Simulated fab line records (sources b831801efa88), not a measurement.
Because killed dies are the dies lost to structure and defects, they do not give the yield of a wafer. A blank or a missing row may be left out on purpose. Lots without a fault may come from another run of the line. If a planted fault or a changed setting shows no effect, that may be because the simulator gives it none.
Which tool was responsible? || flow sky130 || 12 lots, 36 wafers sampled, at 2 steps of a route of 708

## WHAT THE GAUGES READ, wafer by wafer
SKY_CAPM_THK_MEAS_01.
{"lot": "L722", "measured": "day 36 11:20", "on": "film-metro-02", "CAPM_CVD_00_THK (nm)": "15.73 16.02 15.87"}
{"lot": "L723", "measured": "day 36 18:18", "on": "film-metro-01", "CAPM_CVD_00_THK (nm)": "15.60 15.47 15.69"}
{"lot": "L724", "measured": "day 37 13:14", "on": "film-metro-01", "CAPM_CVD_00_THK (nm)": "15.41 15.79 15.81"}
{"lot": "L726", "measured": "day 37 23:39", "on": "film-metro-04", "CAPM_CVD_00_THK (nm)": "15.47 15.65 15.92"}
{"lot": "L729", "measured": "day 38 16:46", "on": "film-metro-04", "CAPM_CVD_00_THK (nm)": "15.31 15.77 15.46"}
{"lot": "L733", "measured": "day 39 18:25", "on": "film-metro-04", "CAPM_CVD_00_THK (nm)": "15.56 15.53 15.57"}
{"lot": "L734", "measured": "day 40 13:49", "on": "film-metro-01", "CAPM_CVD_00_THK (nm)": "15.42 15.96 15.65"}
{"lot": "L735", "measured": "day 40 16:23", "on": "film-metro-01", "CAPM_CVD_00_THK (nm)": "15.63 15.76 15.64"}
{"lot": "L737", "measured": "day 40 22:53", "on": "film-metro-02", "CAPM_CVD_00_THK (nm)": "15.85 15.75 15.78"}
{"lot": "L740", "measured": "day 42 07:38", "on": "film-metro-01", "CAPM_CVD_00_THK (nm)": "15.18 15.65 15.63"}
{"lot": "L741", "measured": "day 42 11:13", "on": "film-metro-04", "CAPM_CVD_00_THK (nm)": "15.54 15.54 15.65"}
{"lot": "L745", "measured": "day 43 22:16", "on": "film-metro-02", "CAPM_CVD_00_THK (nm)": "15.38 15.33 15.90"}

## WHAT TOOL EACH LOT RAN ON (gives the tool, then ch and the chambers of the sampled wafers, and finally the start)
{"lot": "L722", "SKY_METAL3_SPUTTER_01": "pvd-sputter-01, day 36 11:09"}
{"lot": "L723", "SKY_METAL3_SPUTTER_01": "pvd-sputter-04, day 36 18:07"}
{"lot": "L724", "SKY_METAL3_SPUTTER_01": "pvd-sputter-01, day 37 13:05"}
{"lot": "L726", "SKY_METAL3_SPUTTER_01": "pvd-sputter-04, day 37 23:29"}
{"lot": "L729", "SKY_METAL3_SPUTTER_01": "pvd-sputter-04, day 38 16:35"}
{"lot": "L733", "SKY_METAL3_SPUTTER_01": "pvd-sputter-01, day 39 18:16"}
{"lot": "L734", "SKY_METAL3_SPUTTER_01": "pvd-sputter-04, day 40 13:38"}
{"lot": "L735", "SKY_METAL3_SPUTTER_01": "pvd-sputter-04, day 40 16:13"}
{"lot": "L737", "SKY_METAL3_SPUTTER_01": "pvd-sputter-01, day 40 22:43"}
{"lot": "L740", "SKY_METAL3_SPUTTER_01": "pvd-sputter-03, day 42 07:29"}
{"lot": "L741", "SKY_METAL3_SPUTTER_01": "pvd-sputter-04, day 42 11:03"}
{"lot": "L745", "SKY_METAL3_SPUTTER_01": "pvd-sputter-03, day 43 22:06"}
- SKY_METAL3_SPUTTER_01: material TiN, target thk 20 nm, time 16.7 s.

## WHAT THE TOOLS THEMSELVES READ (means of the sampled wafers that have a number; where no wafer has one, the mark that the record gives instead)
SKY_METAL3_SPUTTER_01.
{"lot": "L722", "tool": "pvd-sputter-01", "cathode-dc-power-W (W)": 6500.4, "throttle-valve-pct (%)": 29.9}
{"lot": "L723", "tool": "pvd-sputter-04", "cathode-dc-power-W (W)": 6499.7, "throttle-valve-pct (%)": 29.7}
{"lot": "L724", "tool": "pvd-sputter-01", "cathode-dc-power-W (W)": 6500.0, "throttle-valve-pct (%)": 30.1}
{"lot": "L726", "tool": "pvd-sputter-04", "cathode-dc-power-W (W)": 6501.8, "throttle-valve-pct (%)": 29.9}
{"lot": "L729", "tool": "pvd-sputter-04", "cathode-dc-power-W (W)": 6500.9, "throttle-valve-pct (%)": 29.6}
{"lot": "L733", "tool": "pvd-sputter-01", "cathode-dc-power-W (W)": 6500.6, "throttle-valve-pct (%)": 30.2}
{"lot": "L734", "tool": "pvd-sputter-04", "cathode-dc-power-W (W)": 6499.0, "throttle-valve-pct (%)": 29.4}
{"lot": "L735", "tool": "pvd-sputter-04", "cathode-dc-power-W (W)": 6500.9, "throttle-valve-pct (%)": 29.6}
{"lot": "L737", "tool": "pvd-sputter-01", "cathode-dc-power-W (W)": 6500.0, "throttle-valve-pct (%)": 29.5}
{"lot": "L740", "tool": "pvd-sputter-03", "cathode-dc-power-W (W)": 6500.2, "throttle-valve-pct (%)": 30.7}
{"lot": "L741", "tool": "pvd-sputter-04", "cathode-dc-power-W (W)": 6500.9, "throttle-valve-pct (%)": 30.0}
{"lot": "L745", "tool": "pvd-sputter-03", "cathode-dc-power-W (W)": 6499.1, "throttle-valve-pct (%)": 30.0}

## THE ANSWER, worked out from the rows above alone
Rule: the lots themselves supply what counts as usual. Put in order of their means at a reading, lots are off if they are a third of the lots or fewer, leave a main group of 4 or more, and stand apart from it by a gap of 3 or more times the standard deviation of the main group's means; of several such gaps the widest counts. Not used: any main group whose means are identical at the precision the tables above print for the reading. A lot without any number at a reading at which 4 lots or more have one is off too. All remaining lots with rows at the step are treated as sound. Order of review: gauges by route order, followed by the tools' own readings, for which a lot's mean as printed above is used. At the first step where some lot is off, the reading lying furthest off is the one used; lots without a number count as furthest.
Across all readings shown, no lot is off: no conclusion can be drawn from this.

## WHAT THE SIMULATOR PUT IN
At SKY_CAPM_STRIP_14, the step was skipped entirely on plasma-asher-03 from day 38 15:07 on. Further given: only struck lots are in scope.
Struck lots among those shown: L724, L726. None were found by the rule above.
